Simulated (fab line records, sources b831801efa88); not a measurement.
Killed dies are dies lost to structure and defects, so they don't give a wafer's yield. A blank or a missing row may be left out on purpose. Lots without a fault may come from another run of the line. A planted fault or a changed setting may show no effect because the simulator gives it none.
Problem report in the 8D (eight disciplines) form, filled by code | flow gf180mcu | the parts of the form that need people (team, actions taken, sign-off) are left out

1. THE PROBLEM
cd_nm at GF_TOP_METAL_CD_MEAS_14 reads a mean of 465.1 nm on 6 wafers of 2 lots; wafers without a fault read 440.6 nm with a standard deviation of 2.2. That is +11 standard deviations from the usual mean.
The step: target cd 440 nm.
First seen on wafer L486.4, day 32 14:05, on cd_sem-01. The record holds 33 wafers of 11 lots with a number at this step. Rule for "out", or "out of limits": more than 4 standard deviations from the usual mean. The other wafers with a number count as sound.

2. WHAT IT IS AND WHAT IT IS NOT
question                    | is                     | is not
which readings at this step | cd_nm                  | -
which lots                  | L486, L487             | L473, L474, L475, L476, L479, L481, L483, L484, L494
which wafers of those lots  | all that have a number | -
read on which gauges        | cd_sem-01              | cd_sem-02
when                        | from day 32 14:05      | up to then (24 sound wafers); but 3 sound wafers of L494 came after

3. SUSPECTS, AND WHAT RULES EACH OUT
Counting: a tool at a process step up to the reading stays a suspect if it ran every lot that is out and no sound lot after the first of them.
- the gauge at GF_TOP_METAL_CD_MEAS_14: ruled out. All the wafers that are out were read on cd_sem-01, but those of them that GF_TOP_METAL_EXPOSE_11 has rows for are out there too, on other tools.
- rie_metal-01 at GF_M5_METAL_ETCH_10 (etches the open film in Cl2/BCl3, stops on SiO2, target depth 750.8 nm, time 125.1 s): ruled out as a lasting fault. Sound lots L494 ran on it after its first lot that is out, L486 (day 31 00:47).
- iline_stepper-01 at GF_TOP_METAL_EXPOSE_11 (exposes mask MetalTop, target cd 440 nm): kept. It ran every lot that is out, first L486 (day 32 05:59), and no sound lot after that; its last sound lot up to then is L481 (day 31 02:52). Its own readings are out on those wafers: exposure_dose_mJ_cm2.
Left after counting: iline_stepper-01 at GF_TOP_METAL_EXPOSE_11.

4. THE CAUSE (what the simulator had put in)
Process parameter drift: iline_stepper-01, from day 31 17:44 on, at GF_TOP_METAL_EXPOSE_11. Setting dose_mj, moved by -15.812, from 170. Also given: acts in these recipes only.
Counting left only this tool.

5. THE CHAIN OF EFFECTS, in route order
Each row: a reading whose mean over the struck wafers that have a number lies more than 3 standard deviations from the usual. Only readings for which the record gives a usual standard deviation are gone through. hours: the time from each lot's start at the first step in this table that gives one to its start at this step, as a median over the lots. sigmas: the change in usual standard deviations.
hours | step                    | reading              | usual    | on struck wafers | change | sigmas
0     | GF_TOP_METAL_EXPOSE_11  | exposure_dose_mJ_cm2 | 170.00   | 155.76           | -14.24 | -84
8     | GF_TOP_METAL_CD_MEAS_14 | cd_nm                | 440.6 nm | 465.1            | +24.5  | +11
The process steps in it:
- GF_TOP_METAL_EXPOSE_11: exposes mask MetalTop, target cd 440 nm.

6. WHAT WOULD HAVE CAUGHT IT SOONER
In this record the first reading out of limits at a measuring or inspecting step was taken at day 32 14:05, 20 hours after the fault began at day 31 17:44.
The tool's own readings at GF_TOP_METAL_EXPOSE_11 were out on every struck wafer that the step has a row for (exposure_dose_mJ_cm2): an alarm limit on them would have fired on the first of those.
Of the lots that are out (2), L487 began GF_TOP_METAL_EXPOSE_11 on iline_stepper-01 after day 32 14:05. A hold on the tool at that time would have spared it.
